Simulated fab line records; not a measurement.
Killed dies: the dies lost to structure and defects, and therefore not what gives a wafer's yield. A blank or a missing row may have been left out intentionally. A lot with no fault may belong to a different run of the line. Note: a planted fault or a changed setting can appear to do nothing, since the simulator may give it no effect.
fab line records	flow sky130
record: lots: 11	wafers: 32	last_day: 49
route steps=708 shown CONTACT@429 METAL1@450 VIA1@470 METAL2@501 PAD_OPEN@708
lots with no fault: from the same line, run without faults
start_h: hours from the record's opening day to when the first of the lot's shown wafers began	wait_h: hours elapsed since this lot's preceding step	" as in the row above	L1.1+2: a row that stands for several wafers	- value missing, or start not given	* or withheld: withheld	< > ~ a bound
route shown NAME@n: a module of which the file shows steps, and the number in the route of the first	usual: the fault-free wafers' mean and standard deviation	same: alike in all rows	chamber/n: place in a boat	sites: each site's reading	_std_site: how widely they spread, as a standard deviation	_edge_site: the outer-site mean with the inner-site mean subtracted	radius_mm: for every site, how far away it sits from the centre of the wafer	mask NAME#n: copy n	behind: the tool/chamber that last shaped the wafer	hold: what put the lot on hold/how long, in hours/how the hold closed	device: the n, p or np transistor that did not switch	end of line: the tests these same wafers got at the end of their route	step lacking rows: just its recipe	killed: dies lost to structure and defects at the first sort, not the wafer's yield	map: a wafer's dies, x killed, . not, _ none there
set.NAME: the setting as run; set.NAME@STEP: as run at that earlier step	model.NAME: the simulator's own value behind a step, which no gauge read
one table for each step of the route and one row for each wafer, over a sample of lots
services: a tool's chamber out of use, with start hour (start_h, from the record's first day; less than 0 if before it), hours out, and reason
== steps ==
step: SKY_CONTACT_SPUTTER_23
recipe: material: TiN	target_thk_nm: 20	chamber_pressure_pa: 5	power_w: 4000	time_s: 80
usual: throttle_valve_pct: 30.2/1.2
same: time_s: 80
lot.wafer	tool	chamber	start_h	wait_h	throttle_valve_pct
L156.2	pvd_sputter-01	-	716.40	0.0	30.3
L156.4	"	-	"	"	27.9
L156.6	"	-	"	"	30.1
L157.2	pvd_sputter-04	-	727.98	0.0	30.2
L157.3	"	-	"	"	29.3
L157.6	"	-	"	"	29.4
L158.3	pvd_sputter-01	-	734.32	0.0	28.2
L158.4	"	-	"	"	31.3
L158.5	"	-	"	"	30.0
L159.1	pvd_sputter-03	-	752.51	0.0	30.5
L159.3	"	-	"	"	32.2
L159.4	"	-	"	"	29.1
L160.1	pvd_sputter-01	-	759.81	0.0	30.4
L160.2	"	-	"	"	30.0
L160.6	"	-	"	"	31.4
L161.2	pvd_sputter-03	-	762.11	0.0	30.5
L161.4	"	-	"	"	28.8
L161.5	"	-	"	"	32.4
L167.1	pvd_sputter-01	-	815.93	0.0	31.4
L167.2	"	-	"	"	30.1
L167.4	"	-	"	"	30.2
L168.1	pvd_sputter-01	-	818.71	0.0	31.4
L168.2	"	-	"	"	30.2
L168.3	"	-	"	"	30.2
L171.2	pvd_sputter-04	-	873.16	0.0	29.2
L171.5	"	-	"	"	30.1
L171.6	"	-	"	"	29.4
L170.3	pvd_sputter-01	-	875.76	0.0	31.5
L170.4	"	-	"	"	30.4
L170.6	"	-	"	"	29.8
L173.1	pvd_sputter-01	-	885.68	0.0	29.8
L173.6	"	-	"	"	30.2
step: SKY_METAL1_OVL_MEAS_16
usual: METAL1_OVL: 0/5.5
lot.wafer	tool	chamber	start_h	wait_h	METAL1_OVL[nm]
L156.2	overlay-02	-	744.40	0.1	2
L156.4	"	-	"	"	5
L156.6	"	-	"	"	-3
L157.2	overlay-01	-	755.75	0.1	-4
L157.3	"	-	"	"	-1
L157.6	"	-	"	"	0
L158.3	overlay-02	-	762.47	0.1	4
L158.4	"	-	"	"	0
L158.5	"	-	"	"	0
L159.1	overlay-02	-	779.70	0.1	-9
L159.3	"	-	"	"	-3
L159.4	"	-	"	"	-11
L160.1	overlay-01	-	787.90	0.1	9
L160.2	"	-	"	"	8
L160.6	"	-	"	"	-1
L161.2	overlay-02	-	789.81	0.1	-6
L161.4	"	-	"	"	-4
L161.5	"	-	"	"	-3
L167.1	overlay-02	-	843.00	0.1	-1
L167.2	"	-	"	"	-2
L167.4	"	-	"	"	-2
L168.1	overlay-02	-	845.90	0.1	-9
L168.2	"	-	"	"	-10
L168.3	"	-	"	"	-9
L171.2	overlay-01	-	900.50	0.1	-3
L171.5	"	-	"	"	-7
L171.6	"	-	"	"	-1
L170.3	overlay-01	-	903.62	0.1	11
L170.4	"	-	"	"	10
L170.6	"	-	"	"	6
L173.1	overlay-02	-	912.74	0.1	-5
L173.6	"	-	"	"	-1
step: SKY_VIA1_CD_MEAS_12
recipe: target_cd_nm: 150
usual: cd_nm: 150.1/1.8
lot.wafer	tool	chamber	start_h	wait_h	cd_nm
L156.2	cd_sem-01	-	773.12	-	152.7
L156.4	"	-	"	"	151.5
L156.6	"	-	"	"	152.8
L157.2	cd_sem-02	-	784.31	-	151.8
L157.3	"	-	"	"	150.5
L157.6	"	-	"	"	151.9
L158.3	cd_sem-02	-	790.36	-	149.8
L158.4	"	-	"	"	152.9
L158.5	"	-	"	"	150.6
L159.1	cd_sem-02	-	808.62	-	147.1
L159.3	"	-	"	"	148.6
L159.4	"	-	"	"	148.7
L160.1	cd_sem-02	-	815.48	-	148.4
L160.2	"	-	"	"	147.9
L160.6	"	-	"	"	147.0
L161.2	cd_sem-02	-	817.49	-	149.3
L161.4	"	-	"	"	149.6
L161.5	"	-	"	"	151.0
L167.1	cd_sem-01	-	870.57	-	152.6
L167.2	"	-	"	"	151.7
L167.4	"	-	"	"	152.1
L168.1	cd_sem-02	-	873.69	-	149.3
L168.2	"	-	"	"	148.8
L168.3	"	-	"	"	148.9
L171.2	cd_sem-01	-	927.01	-	152.5
L171.5	"	-	"	"	151.8
L171.6	"	-	"	"	150.5
L170.3	cd_sem-01	-	929.71	-	149.1
L170.4	"	-	"	"	149.3
L170.6	"	-	"	"	150.2
L173.1	cd_sem-02	-	938.83	-	150.1
L173.6	"	-	"	"	148.9
step: SKY_METAL2_ETCH_18
recipe: chemistry: N2/H2	target: BARC	ion_energy_ev: 200	bias_w: 100	pressure_mtorr: 30	n2_flow_sccm: 100	h2_flow_sccm: 200	icp_w: 500	stop_on: SiO2	time_s: 45.9	target_depth_a: 600
usual: drypump_motor_current_A: 6.0/0.43	oes_product_au: 0.855/0.0047	throttle_valve_pct: 13.225/0.0091
same: time_s: 45.9
lot.wafer	tool	chamber	start_h	wait_h	drypump_motor_current_A	oes_product_au	rf_hours_counter_h	throttle_valve_pct
L156.2	rie_metal-04	1	801.58	0.0	5.7	0.855	13	13.220
L156.4	"	1	"	"	5.7	0.856	-	13.217
L156.6	"	0	"	"	5.7	0.860	-	13.224
L157.2	rie_metal-03	0	813.21	0.0	6.1	0.857	15	13.238
L157.3	"	1	"	"	6.8	0.854	-	13.221
L157.6	"	1	"	"	6.8	0.853	-	13.228
L158.3	rie_metal-02	0	819.13	0.0	5.3	0.859	-	13.229
L158.4	"	1	"	"	6.1	0.856	-	13.221
L158.5	"	0	"	"	5.4	0.849	-	13.213
L159.1	rie_metal-03	0	836.15	0.1	6.1	0.857	16	13.230
L159.3	"	0	"	"	6.1	0.854	-	13.219
L159.4	"	0	"	"	6.1	0.853	-	13.209
L160.1	rie_metal-03	1	843.36	0.0	6.8	0.864	1	13.239
L160.2	"	0	"	"	6.1	0.854	16	13.223
L160.6	"	1	"	"	6.8	0.855	-	13.235
L161.2	rie_metal-03	0	845.51	0.0	6.1	0.864	16	13.223
L161.4	"	0	"	"	6.1	0.864	-	13.223
L161.5	"	0	"	"	6.1	0.853	-	13.234
L167.1	rie_metal-04	1	897.97	0.0	5.7	0.856	0	13.219
L167.2	"	0	"	"	5.7	0.844	11	13.215
L167.4	"	1	"	"	5.7	0.859	-	13.210
L168.1	rie_metal-02	1	902.32	0.0	6.1	0.868	7	13.230
L168.2	"	0	"	"	5.4	0.860	1	13.221
L168.3	"	1	"	"	6.1	0.862	-	13.227
L171.2	rie_metal-04	1	954.03	0.0	5.7	0.857	3	13.218
L171.5	"	1	"	"	5.7	0.847	-	13.234
L171.6	"	0	"	"	5.7	0.855	-	13.217
L170.3	rie_metal-04	1	956.35	0.0	5.7	0.856	-	13.229
L170.4	"	0	"	"	5.7	0.856	-	13.242
L170.6	"	1	"	"	5.7	0.856	-	13.226
L173.1	rie_metal-04	0	965.53	0.0	5.7	0.859	15	13.223
L173.6	"	0	"	"	5.7	0.856	-	13.209
step: SKY_METAL2_STRIP_20
recipe: chemistry: O2/N2	power_w: 1400	pressure_mtorr: 1500	platen_temp_c: withheld	o2_flow_sccm: 3000	n2_flow_sccm: 300	overash_fraction: 0.5
usual: drypump_motor_current_A: 6.0/0.37	o2_flow_sccm: 2999/8.9	oes_product_au: 0.343/0.005	strip_time_to_endpoint_s: 2.70/0.049
lot.wafer	tool	chamber	start_h	wait_h	drypump_motor_current_A	o2_flow_sccm	oes_product_au	rf_hours_counter_h	strip_time_to_endpoint_s
L156.2	plasma_asher-01	1	801.73	0.1	6.6	3010	0.343	6	2.66
L156.4	"	1	"	"	6.6	2995	0.339	-	2.66
L156.6	"	1	"	"	6.6	2996	0.343	-	2.76
L157.2	plasma_asher-04	0	813.36	0.1	5.8	2992	0.344	38	2.72
L157.3	"	0	"	"	5.8	3002	0.339	-	2.68
L157.6	"	1	"	"	5.7	2993	0.342	-	2.69
L158.3	plasma_asher-01	0	819.30	0.1	5.6	3005	0.343	-	2.74
L158.4	"	1	"	"	6.6	2996	0.339	-	2.64
L158.5	"	0	"	"	5.6	3011	0.345	-	2.74
L159.1	plasma_asher-04	1	836.46	0.1	5.7	2993	0.345	40	2.70
L159.3	"	1	"	"	5.7	2992	0.340	-	2.72
L159.4	"	0	"	"	5.8	2984	0.337	-	2.71
L160.1	plasma_asher-02	1	843.51	0.1	6.1	3003	0.339	102	2.70
L160.2	"	0	"	"	6.0	2995	0.341	102	2.72
L160.6	"	0	"	"	6.0	2992	0.336	-	2.68
L161.2	plasma_asher-01	1	845.66	0.1	6.6	3010	0.349	11	2.71
L161.4	"	1	"	"	6.6	2988	0.341	-	2.68
L161.5	"	1	"	"	6.5	3008	0.350	-	2.69
L167.1	plasma_asher-02	1	898.12	0.1	6.1	2998	0.337	107	2.68
L167.2	"	0	"	"	5.9	2993	0.350	107	2.83
L167.4	"	0	"	"	6.0	2997	0.339	-	2.70
L168.1	plasma_asher-01	1	902.47	0.1	6.6	3002	0.349	17	2.64
L168.2	"	0	"	"	5.6	2999	0.337	17	2.66
L168.3	"	1	"	"	6.6	3009	0.338	-	2.65
L171.2	plasma_asher-01	1	954.18	0.1	6.6	2985	0.344	21	2.64
L171.5	"	1	"	"	6.5	3004	0.338	-	2.62
L171.6	"	0	"	"	5.6	3004	0.336	-	2.73
L170.3	plasma_asher-04	0	956.52	0.1	5.8	2990	0.328	-	2.36
L170.4	"	1	"	"	5.7	2984	0.340	-	2.73
L170.6	"	1	"	"	5.7	2996	0.334	-	2.38
L173.1	plasma_asher-02	1	965.68	0.1	6.1	2999	0.345	114	2.75
L173.6	"	1	"	"	6.1	3016	0.336	-	2.49
step: SKY_PAD_OPEN_PROBE_99
usual: defect_limited_yield: 82.5/1.9	killed_at_M0_to_M3: 44/7.3	killed_at_M4_up: 3.2/1.8	killed_at_contacts: 24/5.4	killed_at_front_end: 16/4.4	killed_at_other: 0.3/0.48	killed_dies: 86/9.5	killed_open: 47/7.7	killed_short: 39/6.4	sort_bin_3_pad_short: 0.9/0.41	sort_bin_5_function: 10.4/1.5	sort_bin_6_memory: 6.2/1.1	sort_n_pass: 406/9.5	sort_yield_pct: 82.5/1.9
same: gross_dies: 492	killed_at_back_side: 0	sort_bin_4_leakage[%]: 0	sort_bin_8_speed[%]: 0
lot.wafer	tool	chamber	start_h	wait_h	defect_limited_yield[%]	killed_at_M0_to_M3	killed_at_M4_up	killed_at_contacts	killed_at_front_end	killed_at_other	killed_dies	killed_open	killed_short	sort_bin_3_pad_short[%]	sort_bin_5_function[%]	sort_bin_6_memory[%]	sort_n_pass	sort_yield_pct[%]
L171.2	prober-02	-	1176.44	0.1	78.3	57	6	26	18	0	107	51	56	2.0	15.0	4.7	385	78.3
L171.5	prober-02	-	1176.59	0.2	84.3	43	0	18	16	0	77	44	33	1.0	10.6	4.1	415	84.3
L171.6	prober-02	-	1176.64	0.2	82.9	38	4	21	21	0	84	40	44	0.4	10.4	6.3	408	82.9
L173.6	prober-01	-	1185.36	0.2	82.5	38	4	30	14	0	86	40	46	0.8	11.0	5.7	406	82.5
killed by level:class
L171.2 VIA3:geometric_particle:short=11 VIA2:geometric_particle:open=10 CONTACT:geometric_particle:open=8 LI_CONTACT:geometric_particle:open=7 VIA1:geometric_particle:open=7 LI_CONTACT:geometric_particle:short=6 FIELD_ISO:geometric_particle:short=5 METAL1:geometric_particle:short=5
L171.5 VIA1:geometric_particle:open=13 LI_CONTACT:geometric_particle:open=7 VIA1:geometric_particle:short=7 FIELD_ISO:geometric_particle:short=6 POLY_GATE:geometric_particle:open=6 VIA2:geometric_particle:open=5 METAL1:geometric_particle:short=4 VIA3:geometric_particle:open=4
L171.6 VIA1:geometric_particle:open=10 LI_CONTACT:geometric_particle:open=9 METAL1:geometric_particle:short=7 LOCAL_INTERCONNECT:geometric_particle:short=6 FIELD_ISO:geometric_particle:open=5 FIELD_ISO:geometric_particle:short=5 POLY_GATE:geometric_particle:short=5 VIA1:geometric_particle:short=5
L173.6 CONTACT:geometric_particle:open=10 VIA1:geometric_particle:open=7 LI_CONTACT:geometric_particle:short=6 FIELD_ISO:geometric_particle:open=5 LI_CONTACT:geometric_particle:open=5 METAL1:geometric_particle:short=5 METAL2:geometric_particle:short=5 VIA2:geometric_particle:short=5
== services ==
tool	chamber	start_h	hours	kind
plasma_asher-01	-	697.61	1.4	repair
rie_metal-03	-	703.82	1.4	pm
plasma_asher-01	-	733.75	9.0	pm
plasma_asher-02	-	743.12	15.6	pm
rie_metal-04	1	760.89	6.4	repair
pvd_sputter-04	-	771.78	50.9	repair
plasma_asher-01	-	780.32	0.9	repair
pvd_sputter-04	-	790.78	3.9	repair
pvd_sputter-04	-	797.89	3.4	repair
pvd_sputter-01	1	826.12	-	consumable_replace:kit
pvd_sputter-01	1	826.12	18.0	scheduled_down
rie_metal-03	1	833.97	4.0	repair
pvd_sputter-03	-	852.90	2.4	repair
plasma_asher-02	-	856.33	5.3	repair
pvd_sputter-03	-	859.39	0.8	repair
rie_metal-02	-	870.25	28.1	pm
plasma_asher-02	-	882.39	11.8	repair
plasma_asher-02	-	892.43	0.4	repair
rie_metal-04	-	904.69	0.1	repair
rie_metal-02	0	911.27	20.4	repair
pvd_sputter-04	-	913.26	2.2	repair
pvd_sputter-01	-	939.47	6.4	repair
rie_metal-04	-	946.55	0.8	repair
plasma_asher-04	-	947.46	2.5	repair
== key ==
first_sign: step: SKY_METAL2_STRIP_20	reading: strip_time_to_endpoint_s	direction: down	sigmas: 6	usual: *	struck: *
effect none on later readings
met_at SKY_METAL2_ETCH_18
struck_lots L170,L173
struck_wafers L170.3,L170.6,L173.6
not_acting_at SKY_CONTACT_SPUTTER_23,SKY_METAL1_OVL_MEAS_16,SKY_VIA1_CD_MEAS_12
onset_between 954.03 956.35
fault: kind: process_parameter_drift	tool: rie_metal-04	chamber: -	onset_h: 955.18	steps: SKY_METAL2_ETCH_18	channel: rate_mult	offset: 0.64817	shape: step	end_h: 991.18	scope: struck_wafers_only
